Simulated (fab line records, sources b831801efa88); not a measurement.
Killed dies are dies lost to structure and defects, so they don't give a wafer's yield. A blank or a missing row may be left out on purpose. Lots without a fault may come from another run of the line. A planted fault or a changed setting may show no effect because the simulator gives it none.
A struck lot beside a sound one | flow sky130 | 32 steps out of a route of 708
Sound: wafers L655.1, L655.3, L655.4. Struck: wafers L647.2, L647.5. (L647.6 of the same lot was not struck and is left out.) The cause comes at the end.
At each step with rows: each side's tool, then ch and its chambers, then its first start. Under that, the readings that differ: sound wafers | struck wafers | difference of the means | sigmas: that difference in standard deviations of wafers without a fault.
alike: readings whose means differ by less than 2 such deviations, and words and numbers that are the same on both sides. not compared: withheld readings, readings that some wafer has no value for, bounds like >300 that may hide the same value, and numbers for which the record gives no deviation and whose values overlap.
The two part at a step that has a row with sigmas, a row that says differs or no value, or rows on one side only. Numbers that don't overlap but have no deviation are shown without sigmas and don't part them. A reading that every wafer of one side lacks parts them only if that side has two wafers or more.

SKY_VIA1_ETCH_15: etches SiO2 in C4F8/O2/Ar, stops on TiN, target depth 351 nm, time 54 s.
  sound on rie_diel-04 ch 0,1,3, day 38 16:40; struck on rie_diel-04 ch 1,2, day 36 04:55
  alike: chamber_pressure_mTorr, oes_product_au
  not compared: rf_hours_counter_h
then, 5 steps without rows for these wafers: SKY_VIA1_STRIP_16 (strips in O2/N2); SKY_VIA1_STRIP_17 (strips in post etch residue remover, time 1200 s); SKY_VIA1_CLEAN_18 (cleans in IPA, time 180 s); SKY_VIA1_CLEAN_19 (cleans in O3/DIW); SKY_VIA1_SPUTTER_20 (material TiN, target thk 20 nm, time 80 s).
SKY_VIA1_CVD_21: deposits W, target thk 270 nm, time 80.902 s.
  sound on cvd_w-01 ch 0,1, day 38 17:25; struck on cvd_w-01 ch 0,1, day 36 05:37
  alike: heater_power_w
SKY_VIA1_RS_MEAS_22: measures by four-point-probe.
  sound on film_metro-03, day 38 17:31; struck on film_metro-03, day 36 05:44
  alike: VIA1_W_RS
SKY_VIA1_THK_MEAS_23: measures by xrf.
  sound on film_metro-03, day 38 17:38; struck on film_metro-03, day 36 05:51
  alike: VIA1_W_THK
SKY_VIA1_CMP_24: polishes, stops on SiO2, t overpolish 15 s, target thk 0 nm.
  sound on cmp-01 ch 1,2,3, day 38 17:41; struck on cmp-02 ch 3, day 36 05:54
  reading             | sound          | struck  | difference | sigmas
  motor_current_A (A) | 11.3 11.1 10.7 | 9.6 9.2 | -1.6       | -2
  alike: overpolish_run_s, slurry_flow_ml_min, time_to_endpoint_s
SKY_METAL2_SPUTTER_00: material Ti, target thk 15 nm, time 10 s.
  sound on pvd_sputter-03, day 38 17:59; struck on pvd_sputter-04, day 36 06:12
  alike: throttle_valve_pct
then, 1 step without rows for these wafers: SKY_METAL2_SPUTTER_01 (material TiN, target thk 20 nm, time 16.7 s).
SKY_METAL2_SPUTTER_02: material AlCu, target thk 250 nm, time 13.3 s.
  sound on pvd_sputter-03, day 38 18:02; struck on pvd_sputter-04, day 36 06:14
  reading                                     | sound           | struck      | difference | sigmas
  model.AlCu_of_METAL2_SPUTTER_02.thk_nm (nm) | 254 249.4 253.6 | 123.1 122.3 | -129.6     |
  alike: throttle_valve_pct
then, 2 steps without rows for these wafers: SKY_METAL2_SPUTTER_03 (material Ti, target thk 5 nm, time 3.3 s); SKY_METAL2_SPUTTER_04 (material TiN, target thk 70 nm, time 58.3 s).
SKY_METAL2_RS_MEAS_05: measures by four-point-probe.
  sound on film_metro-02, day 38 18:08; struck on film_metro-02, day 36 06:22
  reading                 | sound                | struck        | difference | sigmas
  METAL2_ALCU_RS (ohm/sq) | 0.1246 0.1268 0.1247 | 0.2651 0.2675 | +0.1409    | +83
SKY_METAL2_THK_MEAS_06: measures by xrf.
  sound on film_metro-02, day 38 18:15; struck on film_metro-02, day 36 06:28
  reading              | sound       | struck  | difference | sigmas
  METAL2_ALCU_THK (nm) | 255 250 254 | 123 121 | -131       | -37
then, 8 steps without rows for these wafers: SKY_METAL2_DEHYDRATE_07 (time 60 s); SKY_METAL2_HMDS_08 (prime time 60 s); SKY_METAL2_COAT_09 (resist thk 60 nm); SKY_METAL2_COAT_10 (resist thk 450 nm); SKY_METAL2_SOFTBAKE_11 (time 90 s); SKY_METAL2_EXPOSE_12 (exposes mask MM2, target cd 140 nm); SKY_METAL2_PEB_13; SKY_METAL2_DEVELOP_14 (develop time 60 s).
SKY_METAL2_CD_MEAS_15: target cd 140 nm.
  sound on cd_sem-02, day 39 18:09; struck on cd_sem-01, day 37 07:47
  alike: cd_nm
SKY_METAL2_OVL_MEAS_16:
  sound on overlay-02, day 39 18:16; struck on overlay-02, day 37 07:53
  alike: METAL2_OVL
then, 1 step without rows for these wafers: SKY_METAL2_DESCUM_17 (chemistry O2, time 8 s).
SKY_METAL2_ETCH_18: etches BARC in N2/H2, stops on SiO2, time 45.9 s, target depth 60 nm.
  sound on rie_metal-03 ch 0,1, day 39 18:20; struck on rie_metal-04 ch 0, day 37 08:00
  reading                     | sound          | struck    | difference | sigmas
  drypump_motor_current_A (A) | 6.00 5.90 6.01 | 5.43 5.42 | -0.54      | -3
  alike: chamber_pressure_mTorr, oes_product_au, throttle_valve_pct
  not compared: rf_hours_counter_h
SKY_METAL2_METAL_ETCH_19: etches the open film in Cl2/BCl3, stops on SiO2, target depth 360 nm, time 78 s.
  sound on rie_metal-03 ch 0,1, day 39 18:24; struck on rie_metal-04 ch 0, day 37 08:08
  reading                     | sound             | struck      | difference | sigmas
  drypump_motor_current_A (A) | 6.00 5.86 6.01    | 5.43 5.43   | -0.53      | -3
  oes_product_au (a.u.)       | 0.862 0.859 0.853 | 0.713 0.713 | -0.145     | -23
  alike: chamber_pressure_mTorr, throttle_valve_pct
  not compared: rf_hours_counter_h
then, 1 step without rows for these wafers: SKY_METAL2_STRIP_20 (strips in O2/N2).
-- the record jumps here: 10 days lie between the struck wafers' starts before and after (it left off in module METAL2 and takes up again in module PAD_OPEN, whose first step shown is number 708 of the route) --
SKY_PAD_OPEN_PROBE_99:
  sound on prober-01, day 49 10:17; struck on prober-02, day 47 14:17
  reading                      | sound                | struck        | difference | sigmas
  model.etest.met2.line_ohm_um | 0.896 0.931 0.8974   | 1.875 1.891   | +0.975     |
  model.etest.met2.rs_ohm_sq   | 0.1271 0.1295 0.1265 | 0.2687 0.2726 | +0.1429    |
  alike: defect_limited_yield, killed_at_M0_to_M3, killed_at_M4_up, killed_at_contacts, killed_at_front_end, killed_at_other, killed_dies, killed_open, killed_short, sort_bin_3_pad_short, sort_bin_5_function, sort_bin_6_memory, sort_n_pass, sort_yield_pct

WHERE THEY PART
First at SKY_VIA1_CMP_24; last, within this record, at SKY_METAL2_METAL_ETCH_19. Later steps at which nothing parts them and some readings are alike: SKY_PAD_OPEN_PROBE_99.

WHY: what the simulator had put in
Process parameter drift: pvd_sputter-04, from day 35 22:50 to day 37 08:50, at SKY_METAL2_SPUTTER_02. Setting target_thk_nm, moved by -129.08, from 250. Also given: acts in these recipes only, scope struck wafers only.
